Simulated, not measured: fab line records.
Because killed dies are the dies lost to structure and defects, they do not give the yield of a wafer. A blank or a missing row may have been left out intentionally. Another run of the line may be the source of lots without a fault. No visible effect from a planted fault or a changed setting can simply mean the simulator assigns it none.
Comparing a struck lot with a sound one | flow gf180mcu | 15 out of 602 route steps
Sound: wafers L549.3, L549.5, L549.6. Struck: wafers L560.1, L560.5, L560.6. At the end, the cause is stated.
At each step with rows: each side's tool, then ch and its chambers, then its first start. Under that, the readings that differ: sound wafers | struck wafers | difference of the means | sigmas: that difference in standard deviations of wafers without a fault.
alike: readings whose means differ by less than 2 such deviations, and words and numbers that are the same on both sides. not compared: withheld readings, readings that some wafer has no value for, bounds like >300 that may hide the same value, and numbers for which the record gives no deviation and whose values overlap.
Wherever a step has rows on one side only, a row that says differs or no value, or a row with sigmas, the two part there. Numbers that don't overlap but have no deviation are shown without sigmas and don't part them. Lack of a reading on every wafer of one side parts them only where that side has two or more wafers.

first, 6 steps without rows for these wafers: GF_M4_HMDS_08 (prime time 60 s); GF_M4_COAT_09 (resist thk 1000 nm); GF_M4_SOFTBAKE_10 (time 60 s); GF_M4_EXPOSE_11 (exposes mask Metal4, target cd 280 nm); GF_M4_PEB_12 (peb time 90 s); GF_M4_DEVELOP_13 (develop time 60 s).
GF_M4_CD_MEAS_14 targets a cd of 280 nm.
  sound on cdSem-01 at day 25 18:32; struck on cdSem-01 at day 29 12:07
  alike: cdNm
GF_M4_OVL_MEAS_15:
  sound on overlay-01 at day 25 18:38; struck on overlay-02 at day 29 12:14
reading     | sound    | struck | difference | sigmas
M4_OVL (nm) | -5 -7 -8 | 6 13 7 | +15        | +2
GF_M4_METAL_ETCH_16: etches the open film in Cl2/BCl3, stops on SiO2, target depth 627.5 nm, time 104.6 s.
  sound on rieMetal-02 ch 0,1, day 25 18:41; struck on rieMetal-02 ch 0,1, day 29 12:16
reading             | sound             | struck            | difference | sigmas
oesProductAu (a.u.) | 0.989 0.983 0.976 | 0.969 0.961 0.973 | -0.015     | -3
  alike: drypumpMotorCurrentA, throttleValvePct
  not compared: rfHoursCounterH
GF_M4_STRIP_17: strips in O2/N2.
  sound on plasmaAsher-01 ch 0,1, day 25 18:48; struck on plasmaAsher-03 ch 0,1, day 29 12:23
reading                  | sound          | struck         | difference | sigmas
stripTimeToEndpointS (s) | 7.74 7.74 7.80 | 7.82 7.92 7.87 | +0.11      | +2
  alike: drypumpMotorCurrentA, heaterPowerW, oesProductAu
  not compared: rfHoursCounterH
then, 2 steps without rows for these wafers: GF_M4_STRIP_18 (strips in post etch residue remover, time 1200 s); GF_M4_CLEAN_19 (cleans in DIW).
GF_V4_CVD_00: deposits SiO2, target thk 600 nm, time 100 s.
  sound on hdpcvd-01 ch 1,2, day 25 19:20; struck on hdpcvd-01 ch 1,2, day 29 12:57
reading                            | sound             | struck            | difference | sigmas
sih4FlowSccm (sccm)                | 60.25 60.09 60.05 | 90.04 89.84 90.22 | +29.90     | +99 or more
model.SiO2_of_V4_CVD_00.thkNm (nm) | 608.2 607.9 602.3 | 901.5 895.9 898   | +292.3     | 
GF_V4_THK_MEAS_01:
  sound on filmMetro-02 at day 25 19:25; struck on filmMetro-02 at day 29 13:16
reading            | sound       | struck      | difference | sigmas
V4_CVD_00_THK (nm) | 608 608 602 | 902 896 899 | +293       | +52
  not compared: hold
GF_PASSIVATION_PROBE_99:
  the record has rows for the sound wafers here (prober-01, day 31 02:07) and none for the struck ones

== WHERE THEY PART ==
Earliest at GF_M4_OVL_MEAS_15; latest, in this record, at GF_PASSIVATION_PROBE_99.

WHY: what the simulator had put in
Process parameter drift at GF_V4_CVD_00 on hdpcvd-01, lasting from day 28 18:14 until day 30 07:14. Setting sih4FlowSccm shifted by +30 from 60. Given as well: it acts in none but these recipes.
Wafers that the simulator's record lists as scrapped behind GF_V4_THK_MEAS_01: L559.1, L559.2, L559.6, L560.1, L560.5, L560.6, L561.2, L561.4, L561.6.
